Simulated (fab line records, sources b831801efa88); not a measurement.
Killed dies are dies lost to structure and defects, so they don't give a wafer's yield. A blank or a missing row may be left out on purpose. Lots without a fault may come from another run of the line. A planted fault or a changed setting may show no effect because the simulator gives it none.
One fault seen from 2 desks | flow gf180mcu | each desk has only its own numbers; what lay behind them comes last

THE METROLOGY DESK
What the gauges read, lot by lot, whatever tool the lot ran on: means of the sampled wafers that have a number. A lot is out of limits, marked OUT, if its mean lies more than 4 standard deviations from the usual mean; the brackets give that distance. Of its 9 readings 7 are shown: those that lie furthest out on some lot.
Columns: A = V2_W_THK at GF_V2_THK_MEAS_25, usual 335 nm; B = M3_ALCU_RS at GF_M3_RS_MEAS_05, usual 0.0694 ohm/sq; C = M3_ALCU_THK at GF_M3_THK_MEAS_06, usual 453 nm; D = cd_nm at GF_M3_CD_MEAS_14, usual 280.2 nm; E = M3_OVL at GF_M3_OVL_MEAS_15, usual 4 nm; F = V3_CVD_00_THK at GF_V3_THK_MEAS_01, usual 597 nm; G = V3_BOW at GF_V3_BOW_MEAS_05, usual 117 um
lot  | first seen here | A   | B      | C   | D     | E  | F   | G
L671 | day 20 17:18    | 331 | 0.0704 | 442 | 277.2 | -0 | 598 | 123
L678 | day 23 00:16    | 329 | 0.0696 | 451 | 279.7 | 5  | 593 | 111
L677 | day 23 00:17    | 338 | 0.0693 | 453 | 279.2 | 2  | 587 | 119
L687 | day 26 02:35    | 335 | 0.0695 | 448 | 281.2 | 7  | 606 | 121
L688 | day 26 10:13    | 334 | 0.0693 | 446 | 278.4 | 0  | 598 | 127
L689 | day 26 13:28    | 342 | 0.0691 | 452 | 282.0 | -2 | 597 | 120
This desk's finding: nothing out of limits on any of the 6 lots.

THE TOOL OWNER'S DESK: pvd_sputter-04
The tool's own readings at GF_M3_SPUTTER_04 (material TiN, target thk 50 nm, time 41.7 s): means of the sampled wafers that have a number, for each lot that ran on this tool. A lot is out of limits, marked OUT, if its mean lies more than 4 standard deviations from the usual mean; the brackets give that distance.
Columns: A = throttle_valve_pct at GF_M3_SPUTTER_04, usual 29.9 %
lot  | first seen here | A
L677 | day 23 00:56    | 29.9
L688 | day 26 10:59    | 30.4
L689 | day 26 14:07    | 28.8
This desk's finding: nothing out of limits on any of the 3 lots.

PUT TOGETHER
The metrology desk saw nothing out of limits.
The tool owner's desk saw nothing out of limits.

WHAT THE SIMULATOR HAD PUT IN
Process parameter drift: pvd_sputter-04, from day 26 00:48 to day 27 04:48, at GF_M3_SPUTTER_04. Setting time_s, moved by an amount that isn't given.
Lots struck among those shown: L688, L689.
